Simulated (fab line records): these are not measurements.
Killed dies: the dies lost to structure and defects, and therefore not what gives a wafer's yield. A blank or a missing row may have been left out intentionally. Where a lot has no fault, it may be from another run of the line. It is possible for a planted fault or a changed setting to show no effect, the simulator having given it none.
Matching of chambers | flow gf180mcu | GF_POLY_GATE_ETCH_13 on rie si-01: 4 sister chambers
The step etches poly-Si in HBr/Cl2, stops on SiO2, target depth 198.5 nm, time 69.6 s. 4 wafers are shown with their chamber, then 12 later ones without.

EACH WAFER AND ITS CHAMBER
wafer  | chamber | drypump motor current A (A)
L089.1 | 3       | 5.1
L089.4 | 2       | 5.2
L090.5 | 0       | 4.9
L090.6 | 1       | 5.3

WAFERS WHOSE CHAMBER IS MISSING
wafer  | drypump motor current A (A)
L091.1 | 4.8
L091.2 | 5.3
L091.6 | 5.2
L092.4 | 4.8
L092.5 | 4.8
L092.6 | 5.1
L095.2 | 5.3
L095.5 | 5.3
L095.6 | 4.9
L097.3 | 5.3
L097.4 | 4.9
L097.6 | 5.3

CHAMBER TAKEN BY EACH
wafer  | from the rows above     | in truth
L091.1 | 0                       | 0
L091.2 | can't be placed: 1 or 2 | 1
L091.6 | can't be placed: 2 or 1 | 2
L092.4 | 0                       | 0
L092.5 | 0                       | 0
L092.6 | 3                       | 3
L095.2 | can't be placed: 1 or 2 | 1
L095.5 | can't be placed: 1 or 2 | 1
L095.6 | 0                       | 0
L097.3 | can't be placed: 1 or 2 | 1
L097.4 | 0                       | 0
L097.6 | can't be placed: 1 or 2 | 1
6 of 12 placed correctly. Unplaceable from these rows: 6, with the true chamber sitting among the candidates in 6. Placed wrongly: 0.
How it was worked out, from the rows above alone: a wafer's distance from a chamber is the root of the sum, over the readings, of the square of ((its reading less the chamber's mean) divided by the reading's scatter). If the next closest chamber is less than 2 further off than the closest, the wafer can't be placed; otherwise it belongs to the closest. For every chamber, the mean is computed from those of its wafers that are shown. The scatter (one wafer shown for each chamber): square how far every hidden wafer sits from the nearest shown wafer, average those squares and take the square root.
